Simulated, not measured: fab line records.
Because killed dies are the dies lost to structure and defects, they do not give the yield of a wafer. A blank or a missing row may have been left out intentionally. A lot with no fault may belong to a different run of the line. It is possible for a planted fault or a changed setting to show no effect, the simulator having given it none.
The tool behind it: which one?	flow sky130	11 lots with 33 wafers sampled at 3 steps, on a route of 708 steps

== WHAT EACH GAUGE READ, for each wafer ==
SKY_LDD_P_CD_MEAS_07: the cd target is 380 nm.
lot	measured	on	cd nm (nm)
L319	day 18 18:34	cd sem-02	379.1 377.9 378.6
L322	day 20 02:02	cd sem-01	378.8 381.5 379.5
L323	day 20 11:14	cd sem-01	381.1 381.6 381.4
L325	day 21 07:56	cd sem-02	378.8 380.3 377.7
L326	day 22 22:47	cd sem-02	- - -
L336	day 25 04:20	cd sem-02	377.2 377.8 380.9
L337	day 25 08:38	cd sem-02	377.3 375.2 376.2
L338	day 25 21:54	cd sem-01	381.3 379.6 381.2
L339	day 26 06:33	cd sem-02	380.1 381.2 380.6
L340	day 26 08:54	cd sem-02	378.6 380.2 382.6
L342	day 27 04:30	cd sem-01	381.6 381.0 382.2

== WHICH TOOL RAN EACH LOT (tool, then ch and the chambers of the sampled wafers, then the start) ==
lot	SKY_POLY_GATE_STRIP_18	SKY_LDD_P_EXPOSE_04
L319	plasma asher-03 ch 0,1, day 16 05:35	iline stepper-01 ch 0, day 18 03:48
L322	plasma asher-04 ch 0,1, day 17 08:46	iline stepper-02 ch 0, day 19 10:48
L323	plasma asher-02 ch 0,1, day 17 20:02	iline stepper-01 ch 0, day 19 19:46
L325	plasma asher-02 ch 0, day 18 14:08	iline stepper-01 ch 0, day 20 16:09
L326	plasma asher-04 ch 0,1, day 20 02:10	iline stepper-01 ch 0, day 22 07:26
L336	plasma asher-04 ch 0,1, day 22 14:35	iline stepper-01 ch 0, day 24 13:41
L337	plasma asher-04 ch 0, day 22 18:47	iline stepper-01 ch 0, day 24 17:50
L338	plasma asher-04 ch 0, day 23 06:56	iline stepper-01 ch 0, day 25 07:17
L339	plasma asher-02 ch 0,1, day 23 17:55	iline stepper-02 ch 0, day 25 17:04
L340	plasma asher-04 ch 0,1, day 23 19:28	iline stepper-01 ch 0, day 25 18:59
L342	plasma asher-03 ch 0,1, day 24 15:50	iline stepper-02 ch 0, day 26 14:16
- SKY_POLY_GATE_STRIP_18: strips in O2/N2.
- SKY_LDD_P_EXPOSE_04: exposes mask PSDM, target cd 380 nm.

== THE ANSWER, worked out from the rows above alone ==
Rule: the usual values come from the lots themselves. The widest of any qualifying gaps counts: lots, ordered by their means at a reading, are off when they make up no more than a third of the lots, leave a main group of 4 or more, and stand apart from it by 3 or more times the standard deviation of that group's means. A main group whose means are all the same, to the digits that the tables above print for the reading, isn't used. Also off: a lot with no number at a reading for which 4 or more lots have one. The other lots that the step has rows for count as sound.
Off, at SKY_LDD_P_CD_MEAS_07 on cd nm: L326. Without a number there: L326. For the main group the mean is 379.7 nm and the standard deviation 1.5.
A tool fits if, at a process step before that reading, it ran every lot that is off, and no sound lot after the first of them. Those tools and the gauges at SKY_LDD_P_CD_MEAS_07 are tried in the same way. None of those tried fits.

== WHAT HAD BEEN PUT IN BY THE SIMULATOR ==
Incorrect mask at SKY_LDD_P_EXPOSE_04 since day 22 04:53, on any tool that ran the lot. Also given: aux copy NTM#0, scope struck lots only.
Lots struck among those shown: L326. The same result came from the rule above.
